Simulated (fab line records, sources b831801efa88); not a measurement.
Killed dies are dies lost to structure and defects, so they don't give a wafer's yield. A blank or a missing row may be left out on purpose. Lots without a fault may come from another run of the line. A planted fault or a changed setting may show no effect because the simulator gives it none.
One fault seen from 2 desks | flow sfq_line | each desk has only its own numbers; what lay behind them comes last

THE METROLOGY DESK
What the gauges read, lot by lot, whatever tool the lot ran on: means of the sampled wafers that have a number. A lot is out of limits, marked OUT, if its mean lies more than 4 standard deviations from the usual mean; the brackets give that distance.
Columns: A = I0_BOW at SFQ_I0_BOW_MEAS_907, usual 0 um; B = I0_OVL at SFQ_I0_OVL_MEAS_908, usual -1 nm
lot  | first seen here | A   | B
L891 | day 11 02:49    | -2  | 0
L892 | day 11 09:50    | -4  | -1
L900 | day 13 04:53    | -4  | -3
L901 | day 13 14:16    | 2   | 4
L904 | day 13 21:38    | -11 | 6
L907 | day 14 23:53    | 5   | 4
This desk's finding: nothing out of limits on any of the 6 lots.

THE TOOL OWNER'S DESK: rie_diel-01
The tool's own readings at SFQ_TRILAYER_I0_VIA_BARC_OPEN_VIA_ETCH_046 (etches BARC in O2, target depth 125 nm, time 41.7 s): means of the sampled wafers that have a number, for each lot that ran on this tool. A lot is out of limits, marked OUT, if its mean lies more than 4 standard deviations from the usual mean; the brackets give that distance.
Columns: A = drypump_motor_current_A at SFQ_TRILAYER_I0_VIA_BARC_OPEN_VIA_ETCH_046, usual 5.9 A; B = oes_product_au at SFQ_TRILAYER_I0_VIA_BARC_OPEN_VIA_ETCH_046, usual 0.685 a.u.
lot  | first seen here | A   | B
L891 | day 15 23:46    | 5.8 | 0.684
L900 | day 19 01:01    | 6.4 | 0.685
L901 | day 19 11:49    | 6.3 | 0.690
This desk's finding: nothing out of limits on any of the 3 lots.

PUT TOGETHER
The metrology desk saw nothing out of limits.
The tool owner's desk saw nothing out of limits.

WHAT THE SIMULATOR HAD PUT IN
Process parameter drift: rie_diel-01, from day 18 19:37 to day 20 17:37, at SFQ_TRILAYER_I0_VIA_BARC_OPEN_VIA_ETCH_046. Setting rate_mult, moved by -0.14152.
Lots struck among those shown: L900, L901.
